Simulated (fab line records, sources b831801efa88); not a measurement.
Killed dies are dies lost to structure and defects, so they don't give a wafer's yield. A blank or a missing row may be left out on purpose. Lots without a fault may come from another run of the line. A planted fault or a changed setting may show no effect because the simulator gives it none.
Tool commonality check | flow sky130 | 13 lots, 39 wafers sampled

WHY IT WAS OPENED
At SKY_SD_N_TW_MEAS_12 the reading SD_N_TW is flagged on 1 of 13 lots. Wafers without a fault read 4001, standard deviation 25.
Rule: a lot is flagged when every wafer of it that has a number lies more than 4 standard deviations from that mean, or none has a number. The other lots count as sound.

lot  | measured     | on            | SD_N_TW, wafer by wafer | flag
L490 | day 27 22:02 | film_metro-03 | 4015 4006 4012          |
L489 | day 27 23:22 | film_metro-02 | 3960 3962 3981          |
L492 | day 28 15:58 | film_metro-02 | 4002 4031 3998          |
L499 | day 31 08:08 | film_metro-02 | 30 30 30                | FLAGGED
L503 | day 32 13:08 | film_metro-01 | 4012 4013 4014          |
L505 | day 33 01:23 | film_metro-02 | 3985 3989 3973          |
L506 | day 33 08:17 | film_metro-03 | 4056 4034 4029          |
L507 | day 33 11:33 | film_metro-01 | 3981 3977 3984          |
L508 | day 33 16:05 | film_metro-01 | 4006 3998 3997          |
L509 | day 34 15:25 | film_metro-02 | 3989 3995 3983          |
L510 | day 35 03:07 | film_metro-03 | 3996 4022 4027          |
L512 | day 35 10:37 | film_metro-01 | 3996 3991 4009          |
L511 | day 35 19:33 | film_metro-01 | 3980 3979 3990          |
The numbers of the flagged lots are 30 on average: -3971 against the usual, or -99 or more standard deviations.

WHICH TOOL RAN EACH LOT
The record holds 3 process steps before the reading, out of a route of 708 steps. In each cell: the tool, then ch and the chambers that the sampled wafers went through, then the start.
lot  | flag    | SKY_LDD_LDN_STRIP_12                 | SKY_RES_XHIGH_STRIP_08               | SKY_SD_N_STRIP_11
L490 |         | plasma_asher-03 ch 0,1, day 22 15:49 | plasma_asher-03 ch 0,1, day 26 09:59 | plasma_asher-03 ch 0,1, day 27 21:56
L489 |         | plasma_asher-01 ch 1, day 22 17:57   | plasma_asher-03 ch 0,1, day 26 12:56 | plasma_asher-01 ch 0,1, day 27 23:16
L492 |         | plasma_asher-02 ch 1, day 23 19:19   | plasma_asher-01 ch 0,1, day 27 11:59 | plasma_asher-02 ch 0,1, day 28 15:52
L499 | FLAGGED | plasma_asher-03 ch 0,1, day 26 10:59 | plasma_asher-01 ch 0,1, day 30 04:26 | plasma_asher-03 ch 0,1, day 31 08:03
L503 |         | plasma_asher-01 ch 1, day 27 22:14   | plasma_asher-04 ch 0, day 31 08:40   | plasma_asher-02 ch 0, day 32 13:01
L505 |         | plasma_asher-03 ch 0, day 28 06:30   | plasma_asher-04 ch 0, day 31 21:48   | plasma_asher-02 ch 0,1, day 33 01:16
L506 |         | plasma_asher-03 ch 0,1, day 28 18:05 | plasma_asher-03 ch 0,1, day 32 05:51 | plasma_asher-02 ch 0,1, day 33 08:11
L507 |         | plasma_asher-01 ch 1, day 28 21:22   | plasma_asher-04 ch 0,1, day 32 08:27 | plasma_asher-01 ch 0,1, day 33 11:27
L508 |         | plasma_asher-03 ch 0,1, day 29 03:16 | plasma_asher-03 ch 0,1, day 32 13:50 | plasma_asher-02 ch 0,1, day 33 16:00
L509 |         | plasma_asher-01 ch 0,1, day 29 23:58 | plasma_asher-03 ch 0,1, day 33 12:03 | plasma_asher-03 ch 0,1, day 34 15:19
L510 |         | plasma_asher-02 ch 0,1, day 30 13:33 | plasma_asher-04 ch 0,1, day 34 00:43 | plasma_asher-03 ch 0,1, day 35 03:01
L512 |         | plasma_asher-01 ch 0,1, day 30 23:04 | plasma_asher-04 ch 0,1, day 34 08:59 | plasma_asher-02 ch 0,1, day 35 10:30
L511 |         | plasma_asher-03 ch 0,1, day 31 06:10 | plasma_asher-03 ch 0,1, day 34 17:12 | plasma_asher-03 ch 0,1, day 35 19:28
What these steps do:
- SKY_LDD_LDN_STRIP_12: strips in O2/N2.
- SKY_RES_XHIGH_STRIP_08: strips in O2/N2.
- SKY_SD_N_STRIP_11: strips in O2/N2.
- SKY_SD_N_TW_MEAS_12

FLAGGED OVER TOTAL, TOOL BY TOOL (the gauges that took the reading come last)
step                   | tool            | lots run | flagged | share of the flagged lots | sound lots run after its first flagged lot
SKY_LDD_LDN_STRIP_12   | plasma_asher-01 | 5        | 0       | none                      | -
SKY_LDD_LDN_STRIP_12   | plasma_asher-02 | 2        | 0       | none                      | -
SKY_LDD_LDN_STRIP_12   | plasma_asher-03 | 6        | 1       | all                       | 4 (L505,L506,L508,L511)
SKY_RES_XHIGH_STRIP_08 | plasma_asher-01 | 2        | 1       | all                       | 0
SKY_RES_XHIGH_STRIP_08 | plasma_asher-03 | 6        | 0       | none                      | -
SKY_RES_XHIGH_STRIP_08 | plasma_asher-04 | 5        | 0       | none                      | -
SKY_SD_N_STRIP_11      | plasma_asher-01 | 2        | 0       | none                      | -
SKY_SD_N_STRIP_11      | plasma_asher-02 | 6        | 0       | none                      | -
SKY_SD_N_STRIP_11      | plasma_asher-03 | 5        | 1       | all                       | 3 (L509,L510,L511)
SKY_SD_N_TW_MEAS_12    | film_metro-01   | 5        | 0       | none                      | -
SKY_SD_N_TW_MEAS_12    | film_metro-02   | 5        | 1       | all                       | 2 (L505,L509)
SKY_SD_N_TW_MEAS_12    | film_metro-03   | 3        | 0       | none                      | -

WHAT THE TABLE ALLOWS
4 rows of the table ran every flagged lot: plasma_asher-03 at SKY_LDD_LDN_STRIP_12, plasma_asher-01 at SKY_RES_XHIGH_STRIP_08, plasma_asher-03 at SKY_SD_N_STRIP_11, film_metro-02 at SKY_SD_N_TW_MEAS_12.
- plasma_asher-03 at SKY_LDD_LDN_STRIP_12: 1 of its 6 lots flagged. Sound lots ran on it after the first flagged one (L505, L506, L508, L511), which a lasting fault on the whole tool wouldn't allow.
- plasma_asher-01 at SKY_RES_XHIGH_STRIP_08: 1 of its 2 lots flagged. Its last sound lot is L492 (day 27 11:59), its first flagged lot L499 (day 30 04:26): a fault that began between those two fits. Its own readings lie more than 4 standard deviations out on every wafer of the flagged lots: oes_product_au.
- plasma_asher-03 at SKY_SD_N_STRIP_11: 1 of its 5 lots flagged. Sound lots ran on it after the first flagged one (L509, L510, L511), which a lasting fault on the whole tool wouldn't allow. Its own readings lie more than 4 standard deviations out on every wafer of the flagged lots: oes_product_au, strip_time_to_endpoint_s.
- film_metro-02 at SKY_SD_N_TW_MEAS_12: 1 of its 5 lots flagged. Sound lots ran on it after the first flagged one (L505, L509), which a lasting fault on the whole tool wouldn't allow.
One tool is left: plasma_asher-01 at SKY_RES_XHIGH_STRIP_08.

WHAT THE SIMULATOR HAD PUT IN
Strip aborted: plasma_asher-01, from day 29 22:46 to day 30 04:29, at SKY_RES_XHIGH_STRIP_08. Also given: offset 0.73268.
Lots struck among those shown: L499. The rule above found the same.
